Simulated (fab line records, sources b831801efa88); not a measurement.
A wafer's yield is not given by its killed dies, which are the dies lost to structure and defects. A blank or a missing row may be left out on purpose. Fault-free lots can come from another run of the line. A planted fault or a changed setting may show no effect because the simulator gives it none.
fab line records ; flow gf180mcu
record lots=7; wafers=21; last_day=34
route steps=602 shown HV_LDD@228 NSD@235
lots untouched by any fault: they come from a run of this same line in which no faults occurred
start_h: hours from the record's first day to the start of the lot's first wafer shown ; wait_h: how many hours have passed since the lot's step before this one ; " unchanged from the row above ; L1.1+2: one row covering several wafers at once ; - value missing, or start not given ; * or withheld: withheld ; < > ~ a bound
route shown NAME@n: a module of which the file shows steps, and the number in the route of the first ; usual: mean and standard deviation over wafers with no fault ; same: alike in all rows ; chamber/n: place in a boat ; sites: per-site readings ; _std_site: how widely they spread, as a standard deviation ; _edge_site: mean of outer sites minus mean of inner sites ; radius_mm: how far each site lies from the wafer's centre ; mask NAME#n: copy n ; behind: tool/chamber where the wafer was last shaped ; hold: why the lot was held/for how many hours/how that ended ; device: transistor that didn't switch, given as n, p or np ; end of line: the same wafers' tests at the end of the route ; for a step that has no rows: nothing shown but its recipe ; killed: count of dies lost to structure and defects at first sort (not the wafer's yield) ; map: a wafer's dies, marking killed ones x, the rest . and places with no die _
set.NAME: the setting that was run; set.NAME@STEP: the one run at that earlier step ; model.NAME: the simulator's own value behind a step, which no gauge read
lots at selected steps of the route; one table per step, one row per wafer
services: when a tool's chamber went out of use (start_h, in hours from the record's first day, below 0 if earlier), for how many hours, and the reason
## steps
# step GF_HV_LDD_RTA_52
# recipe temp_c=1000; time_s=10; ambient=N2
# usual lamp_power_pct=33.45/0.13; wafer_temp_C_max=1004.3/0.91
lot.wafer;tool;chamber;start_h;wait_h;lamp_power_pct;wafer_temp_C_max
L465.2;rtp_anneal-01;0;312.98;0.0;33.28;1004.0
L465.3;rtp_anneal-01;0;312.98;0.0;33.29;1004.7
L465.5;rtp_anneal-01;0;312.98;0.0;33.34;1003.2
L464.2;rtp_anneal-02;0;315.91;0.0;33.61;1005.7
L464.3;rtp_anneal-02;0;315.91;0.0;33.59;1004.6
L464.5;rtp_anneal-02;0;315.91;0.0;33.60;1005.1
L474.3;rtp_anneal-02;0;397.17;0.0;33.60;1004.9
L474.4;rtp_anneal-02;0;397.17;0.0;33.55;1005.2
L474.6;rtp_anneal-02;0;397.17;0.0;33.52;1004.8
L475.1;rtp_anneal-01;0;399.11;0.0;33.38;1004.2
L475.4;rtp_anneal-01;0;399.11;0.0;33.34;1003.9
L475.6;rtp_anneal-01;0;399.11;0.0;33.35;1002.8
L476.4;rtp_anneal-02;0;410.59;0.0;33.52;1004.8
L476.5;rtp_anneal-02;0;410.59;0.0;33.54;1004.6
L476.6;rtp_anneal-02;0;410.59;0.0;33.56;1004.7
L482.3;rtp_anneal-01;0;452.63;0.0;33.27;1004.9
L482.4;rtp_anneal-01;0;452.63;0.0;33.38;1004.6
L482.6;rtp_anneal-01;0;452.63;0.0;33.34;1006.0
L483.3;rtp_anneal-01;0;461.52;0.0;33.30;1004.2
L483.4;rtp_anneal-01;0;461.52;0.0;33.32;1004.3
L483.5;rtp_anneal-01;0;461.52;0.0;33.32;1003.4
# step GF_HV_LDD_RS_MEAS_53
# recipe thk_meas_gauge=four-point-probe
# usual HV_LDD_RS=418.7/0.9
lot.wafer;tool;chamber;start_h;wait_h;HV_LDD_RS[ohm/sq]
L465.2;film_metro-01;-;313.06;0.1;419.6
L465.3;film_metro-01;-;313.06;0.1;419.6
L465.5;film_metro-01;-;313.06;0.1;419.2
L464.2;film_metro-03;-;315.98;0.1;418.7
L464.3;film_metro-03;-;315.98;0.1;419.8
L464.5;film_metro-03;-;315.98;0.1;419.4
L474.3;film_metro-04;-;397.25;0.1;419.3
L474.4;film_metro-04;-;397.25;0.1;420.2
L474.6;film_metro-04;-;397.25;0.1;419.1
L475.1;film_metro-01;-;399.18;0.1;418.9
L475.4;film_metro-01;-;399.18;0.1;418.6
L475.6;film_metro-01;-;399.18;0.1;419.3
L476.4;film_metro-01;-;410.69;0.1;418.0
L476.5;film_metro-01;-;410.69;0.1;417.9
L476.6;film_metro-01;-;410.69;0.1;418.7
L482.3;film_metro-01;-;452.72;0.1;418.5
L482.4;film_metro-01;-;452.72;0.1;419.2
L482.6;film_metro-01;-;452.72;0.1;418.7
L483.3;film_metro-01;-;461.60;0.1;418.1
L483.4;film_metro-01;-;461.60;0.1;419.3
L483.5;film_metro-01;-;461.60;0.1;419.2
# step GF_HV_LDD_CVD_54
# recipe material=SiO2; target_thk_nm=10; precursor=TEOS; temp_c=680; time_s=75; pressure_mtorr=400
# step GF_HV_LDD_THK_MEAS_55
# recipe reads=SiO2_of_HV_LDD_CVD_54
# usual HV_LDD_CVD_54_THK=9.91/0.13
lot.wafer;tool;chamber;start_h;wait_h;HV_LDD_CVD_54_THK[nm]
L465.2;film_metro-04;-;315.12;0.0;9.73
L465.3;film_metro-04;-;315.12;0.0;9.77
L465.5;film_metro-04;-;315.12;0.0;9.79
L464.2;film_metro-04;-;317.63;0.0;9.90
L464.3;film_metro-04;-;317.63;0.0;9.82
L464.5;film_metro-04;-;317.63;0.0;9.85
L474.3;film_metro-01;-;398.37;0.0;9.96
L474.4;film_metro-01;-;398.37;0.0;9.82
L474.6;film_metro-01;-;398.37;0.0;9.93
L475.1;film_metro-04;-;400.83;0.0;9.94
L475.4;film_metro-04;-;400.83;0.0;9.67
L475.6;film_metro-04;-;400.83;0.0;9.82
L476.4;film_metro-03;-;411.80;0.0;9.85
L476.5;film_metro-03;-;411.80;0.0;9.83
L476.6;film_metro-03;-;411.80;0.0;9.83
L482.3;film_metro-01;-;453.84;0.0;10.06
L482.4;film_metro-01;-;453.84;0.0;9.90
L482.6;film_metro-01;-;453.84;0.0;9.99
L483.3;film_metro-04;-;462.72;0.0;10.04
L483.4;film_metro-04;-;462.72;0.0;9.91
L483.5;film_metro-04;-;462.72;0.0;9.88
# step GF_HV_LDD_CVD_56
# recipe material=Si3N4; precursor=DCS/NH3; target_thk_nm=90; temp_c=770; time_s=1543; pressure_mtorr=250
# step GF_HV_LDD_THK_MEAS_57
# recipe reads=Si3N4_of_HV_LDD_CVD_56
# usual HV_LDD_CVD_56_THK=89.7/0.87
lot.wafer;tool;chamber;start_h;wait_h;HV_LDD_CVD_56_THK[nm]
L465.2;film_metro-03;-;316.61;0.0;91.0
L465.3;film_metro-03;-;316.61;0.0;89.5
L465.5;film_metro-03;-;316.61;0.0;90.4
L464.2;film_metro-01;-;319.12;0.0;88.8
L464.3;film_metro-01;-;319.12;0.0;88.8
L464.5;film_metro-01;-;319.12;0.0;88.7
L474.3;film_metro-03;-;399.86;0.0;91.3
L474.4;film_metro-03;-;399.86;0.0;91.0
L474.6;film_metro-03;-;399.86;0.0;90.3
L475.1;film_metro-03;-;402.32;0.0;90.0
L475.4;film_metro-03;-;402.32;0.0;89.6
L475.6;film_metro-03;-;402.32;0.0;89.9
L476.4;film_metro-01;-;413.29;0.0;89.4
L476.5;film_metro-01;-;413.29;0.0;89.7
L476.6;film_metro-01;-;413.29;0.0;89.0
L482.3;film_metro-03;-;455.33;0.0;89.8
L482.4;film_metro-03;-;455.33;0.0;89.9
L482.6;film_metro-03;-;455.33;0.0;89.9
L483.3;film_metro-01;-;464.92;0.0;89.4
L483.4;film_metro-01;-;464.92;0.0;89.1
L483.5;film_metro-01;-;464.92;0.0;89.4
# step GF_HV_LDD_ETCHBACK_58
# recipe chemistry=CH3F/O2; target=Si3N4; stop_on=SiO2; source_w=400; bias_w=80; pressure_mtorr=25; ch3f_flow_sccm=40; O2_flow_sccm=30; time_s=100; target_depth_a=900
# usual drypump_motor_current_A=5.7/0.47; oes_product_au=0.841/0.0062; throttle_valve_pct=10.561/0.01
lot.wafer;tool;chamber;start_h;wait_h;drypump_motor_current_A;oes_product_au;rf_hours_counter_h;throttle_valve_pct
L465.2;rie_diel-03;3;316.66;0.0;5.3;0.853;6;10.582
L465.3;rie_diel-03;0;316.66;0.0;6.1;0.846;12;10.561
L465.5;rie_diel-03;3;316.66;0.0;5.2;0.843;-;10.573
L464.2;rie_diel-03;3;319.17;0.0;5.3;0.841;6;10.568
L464.3;rie_diel-03;1;319.17;0.0;5.5;0.836;15;10.568
L464.5;rie_diel-03;0;319.17;0.0;6.1;0.843;-;10.563
L474.3;rie_diel-04;0;399.90;0.0;5.6;0.853;43;10.564
L474.4;rie_diel-04;1;399.90;0.0;5.2;0.852;4;10.561
L474.6;rie_diel-04;1;399.90;0.0;5.2;0.837;-;10.540
L475.1;rie_diel-01;1;402.38;0.1;5.8;0.847;10;10.560
L475.4;rie_diel-01;2;402.38;0.1;5.1;0.844;33;10.552
L475.6;rie_diel-01;3;402.38;0.1;5.0;0.840;-;10.569
L476.4;rie_diel-01;2;413.32;0.0;5.1;0.844;34;10.566
L476.5;rie_diel-01;3;413.32;0.0;5.0;0.838;-;10.544
L476.6;rie_diel-01;2;413.32;0.0;5.2;0.835;-;10.561
L482.3;rie_diel-03;0;455.37;0.0;6.1;0.833;15;10.568
L482.4;rie_diel-03;3;455.37;0.0;5.3;0.847;10;10.567
L482.6;rie_diel-03;2;455.37;0.0;6.2;0.841;-;10.551
L483.3;rie_diel-04;0;464.96;0.0;5.6;0.848;45;10.578
L483.4;rie_diel-04;2;464.96;0.0;5.9;0.837;31;10.546
L483.5;rie_diel-04;3;464.96;0.0;5.9;0.842;-;10.551
# step GF_NSD_DEHYDRATE_00
# recipe temp_c=200; time_s=60
# step GF_NSD_HMDS_01
# recipe prime_time_s=60; prime_temp_c=120
# step GF_NSD_COAT_02
# recipe resist=NOVOLAK; spin_rpm=3000; resist_thk_nm=1000
# step GF_NSD_SOFTBAKE_03
# recipe temp_c=90; time_s=60; resist=NOVOLAK
# step GF_NSD_EXPOSE_04
# recipe mask_id=Nplus; target_cd_nm=400; na=0.6; source_shape=conventional; sigma_outer=0.6; dose_mj=140
# step GF_NSD_PEB_05
# recipe temp_c=withheld; time_s=*; resist=NOVOLAK
# usual chill_plate_temp_C=*; exhaust_pa=45.2/0.95
lot.wafer;tool;chamber;start_h;wait_h;chill_plate_temp_C;exhaust_pa
L465.2;litho_track-02;0;337.48;-;*;44.0
L465.3;litho_track-02;0;337.48;-;*;45.2
L465.5;litho_track-02;0;337.48;-;*;44.1
L464.2;litho_track-03;0;339.82;-;*;46.7
L464.3;litho_track-03;0;339.82;-;*;45.5
L464.5;litho_track-03;0;339.82;-;*;45.5
L474.3;litho_track-02;-;422.31;-;-;-
L474.4;litho_track-02;-;422.31;-;-;-
L474.6;litho_track-02;-;422.31;-;-;-
L475.1;litho_track-04;-;424.45;-;-;-
L475.4;litho_track-04;-;424.45;-;-;-
L475.6;litho_track-04;-;424.45;-;-;-
L476.4;litho_track-02;-;435.58;-;-;-
L476.5;litho_track-02;-;435.58;-;-;-
L476.6;litho_track-02;-;435.58;-;-;-
L482.3;litho_track-03;0;477.89;-;*;46.9
L482.4;litho_track-03;0;477.89;-;*;47.6
L482.6;litho_track-03;0;477.89;-;*;45.9
L483.3;litho_track-03;0;487.79;-;*;45.6
L483.4;litho_track-03;0;487.79;-;*;45.3
L483.5;litho_track-03;0;487.79;-;*;45.6
# step GF_NSD_DEVELOP_06
# recipe develop_time_s=60; dev_temp_c=23
## services
tool;chamber;start_h;hours;kind
rie_diel-01;-;292.92;0.8;repair
rie_diel-04;3;327.18;7.7;repair
rie_diel-01;-;331.11;14.6;pm
rie_diel-03;0;333.92;2.9;repair
rie_diel-03;-;387.93;4.3;pm
rie_diel-03;3;396.58;1.3;repair
rie_diel-04;3;408.06;17.0;repair
rie_diel-03;2;431.14;10.1;repair
rie_diel-01;1;464.21;2.3;repair
rie_diel-04;0;469.06;30.4;repair
rie_diel-04;3;471.44;9.1;repair
rie_diel-04;3;481.60;2.7;repair
rie_diel-03;3;483.94;6.1;repair
## key
first_sign step=GF_NSD_PEB_05; reading=tool_record; direction=missing
effect none on later readings
met_at GF_NSD_PEB_05
struck_wafers L474.3,L474.4,L474.6,L475.1,L475.4,L475.6,L476.4,L476.5,L476.6
sort_left_out L474.3,L474.4,L474.6,L475.1,L475.4,L475.6,L476.4,L476.5,L476.6
tester_left_out L474,L475,L476
onset_between 337.48 422.31
fault kind=skipped_step_whole; tool=litho_track-02,litho_track-04; chamber=-; onset_h=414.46; steps=GF_NSD_PEB_05; scope=struck_lots_only
# tester_left_out: of these lots the tester's yield and bins aren't shown, on N5 and GAA mostly nor the transistor test; their killed dies are dies lost to structure and defects alone, not to doping, threshold or leakage, so they don't give the yield
# sort_left_out: the simulated sort isn't trusted on such a fault, so these wafers' sort isn't shown, and their yield isn't known
